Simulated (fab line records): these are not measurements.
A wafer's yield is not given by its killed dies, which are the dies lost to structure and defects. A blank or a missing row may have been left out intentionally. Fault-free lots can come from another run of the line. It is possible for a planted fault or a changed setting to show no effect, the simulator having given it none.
Which tool is to blame? ; flow sky130 ; 39 wafers from 13 lots sampled at 5 of the route's 708 steps

== WHAT THE GAUGES READ, wafer by wafer ==
SKY_FIELD_ISO_CD_MEAS_13 targets a cd of 150 nm. Usual: cd_nm at 149.8 nm, with a standard deviation of 1.5.
lot;measured;on;cd_nm (nm);flag
L208;day 2 03:26;cd_sem-01;151.4 150.4 152.2;
L209;day 2 13:26;cd_sem-02;149.9 150.7 149.5;
L211;day 2 22:08;cd_sem-02;148.6 150.9 147.9;
L213;day 3 06:44;cd_sem-02;151.6 150.9 149.9;
L214;day 3 10:53;cd_sem-02;150.0 151.8 151.6;
L215;day 3 16:50;cd_sem-01;131.3 132.0 131.4;OFF
L220;day 4 20:47;cd_sem-02;149.4 149.4 148.0;
L224;day 5 15:54;cd_sem-02;152.0 150.3 150.9;
L225;day 5 21:20;cd_sem-01;152.0 152.4 151.3;
L228;day 6 12:44;cd_sem-01;148.9 150.2 149.3;
L229;day 6 18:41;cd_sem-01;152.3 150.7 152.7;
L230;day 7 00:34;cd_sem-02;152.4 151.2 152.7;
L231;day 7 03:43;cd_sem-01;146.7 146.0 147.2;

SKY_PWDE_TW_MEAS_10. Usual: PWDE_TW 375.7, standard deviation 2.5.
lot;measured;on;PWDE_TW;flag
L208;day 3 16:13;film_metro-02;374.1 373.2 373.0;
L209;day 4 02:56;film_metro-01;378.6 379.7 378.8;
L211;day 4 13:04;film_metro-01;378.5 379.1 377.2;
L213;day 5 12:46;film_metro-02;374.5 372.7 375.6;
L214;day 5 14:28;film_metro-02;375.4 374.5 374.8;
L215;day 5 14:50;film_metro-04;373.9 373.1 372.0;
L220;day 6 17:31;film_metro-02;376.2 375.7 374.1;
L224;day 7 14:58;film_metro-04;374.4 373.7 371.4;
L225;day 7 20:46;film_metro-04;374.3 374.4 373.7;
L228;day 8 22:43;film_metro-01;375.8 377.5 374.1;
L229;day 9 07:34;film_metro-04;371.9 373.7 373.3;
L230;day 9 12:01;film_metro-02;371.5 375.5 371.8;
L231;day 9 11:40;film_metro-02;374.8 373.5 375.0;

SKY_VT_ADJUST_HVTP_OVL_MEAS_08. Usual: VT_ADJUST_HVTP_OVL 0.5 nm, standard deviation 1.4.
lot;measured;on;VT_ADJUST_HVTP_OVL (nm);flag
L208;day 5 19:56;overlay-01;1.9 -0.4 0.5;
L209;day 6 09:43;overlay-01;1.7 2.3 2.2;
L211;day 6 20:04;overlay-01;-2.6 -2.4 -1.9;
L213;day 7 21:38;overlay-01;1.8 2.2 2.4;
L214;day 7 23:25;overlay-02;1.7 0.7 1.6;
L215;day 7 23:58;overlay-02;2.7 0.9 3.7;
L220;day 9 05:13;overlay-02;3.0 2.7 2.1;
L224;day 10 06:19;overlay-01;-1.3 -0.4 -2.0;
L225;day 10 12:22;overlay-01;0.2 -0.4 0.8;
L228;day 11 18:41;overlay-02;0.8 0.6 2.0;
L229;day 12 05:34;overlay-01;1.0 1.8 2.4;
L230;day 12 09:55;overlay-01;-1.6 -1.0 -1.2;
L231;day 12 09:05;overlay-01;1.2 -1.1 1.0;

SKY_VT_ADJUST_LVTN_OVL_MEAS_07. Usual: VT_ADJUST_LVTN_OVL 0.2 nm, standard deviation 1.6.
lot;measured;on;VT_ADJUST_LVTN_OVL (nm);flag
L208;day 6 13:59;overlay-02;-0.4 0.4 -0.1;
L209;day 7 04:28;overlay-01;-2.1 -1.6 -2.3;
L211;day 7 14:26;overlay-01;2.3 2.2 2.7;
L213;day 8 17:26;overlay-01;1.0 1.3 2.2;
L214;day 8 19:28;overlay-02;1.3 1.6 1.1;
L215;day 8 20:37;overlay-01;-2.5 -0.8 -0.7;
L220;day 10 02:49;overlay-02;1.1 1.0 1.1;
L224;day 11 05:34;overlay-02;0.3 -0.6 0.6;
L225;day 11 11:56;overlay-02;2.1 1.3 0.6;
L228;day 12 19:11;overlay-01;1.0 1.3 -0.8;
L229;day 13 06:35;overlay-01;0.8 0.3 -0.7;
L230;day 13 10:38;overlay-02;1.4 1.8 -0.2;
L231;day 13 10:02;overlay-02;0.7 -0.8 0.1;

== TOOL THAT RAN EACH LOT (tool first, then ch and the chambers of the sampled wafers, then the start) ==
lot;SKY_FIELD_ISO_EXPOSE_10
L208;krf_scanner-02 ch 0, day 1 21:14
L209;krf_scanner-02 ch 0, day 2 05:46
L211;krf_scanner-01 ch 0, day 2 14:56
L213;krf_scanner-01 ch 0, day 2 22:38
L214;krf_scanner-01 ch 0, day 3 03:40
L215;krf_scanner-02 ch 0, day 3 09:44
L220;krf_scanner-02 ch 0, day 4 12:59
L224;krf_scanner-02 ch 0, day 5 07:35
L225;krf_scanner-01 ch 0, day 5 12:34
L228;krf_scanner-02 ch 0, day 6 04:07
L229;krf_scanner-01 ch 0, day 6 09:31
L230;krf_scanner-01 ch 0, day 6 14:47
L231;krf_scanner-01 ch 0, day 6 18:04
- SKY_FIELD_ISO_EXPOSE_10: exposes mask FOM, target cd 150 nm.

== WHAT THE TOOLS THEMSELVES READ (means of the sampled wafers that have a number; where no wafer has one, the mark that the record gives instead) ==
SKY_FIELD_ISO_EXPOSE_10. Usual: stage_vel_mm_s 499.97 mm/s, standard deviation 0.26.
lot;tool;stage_vel_mm_s (mm/s);flag
L208;krf_scanner-02;499.99;
L209;krf_scanner-02;499.96;
L211;krf_scanner-01;500.15;
L213;krf_scanner-01;500.18;
L214;krf_scanner-01;499.97;
L215;krf_scanner-02;499.86;
L220;krf_scanner-02;499.45;
L224;krf_scanner-02;499.80;
L225;krf_scanner-01;500.08;
L228;krf_scanner-02;499.78;
L229;krf_scanner-01;499.84;
L230;krf_scanner-01;499.91;
L231;krf_scanner-01;499.81;

== THE ANSWER, worked out from the rows above alone ==
Rule: lot off if the mean of its wafers having a number is beyond 3 standard deviations from the usual mean. Also off: a lot with no number at a reading for which 4 or more lots have one. Where the step has rows for the other lots, those lots are counted as sound. The gauges are gone through in route order, then the tools' own readings, and for those a lot's mean is taken as printed above. At the first step where some lot is off, the reading lying furthest off is the one used; lots without a number count as furthest.
Off at SKY_FIELD_ISO_CD_MEAS_13 (cd_nm): L215.
A tool fits if, at a process step before that reading, it ran every lot that is off, and no sound lot after the first of them. Those tools and the gauges at SKY_FIELD_ISO_CD_MEAS_13 are tried in the same way. No candidate that was tried fits.

== WHAT THE SIMULATOR HAD PUT IN ==
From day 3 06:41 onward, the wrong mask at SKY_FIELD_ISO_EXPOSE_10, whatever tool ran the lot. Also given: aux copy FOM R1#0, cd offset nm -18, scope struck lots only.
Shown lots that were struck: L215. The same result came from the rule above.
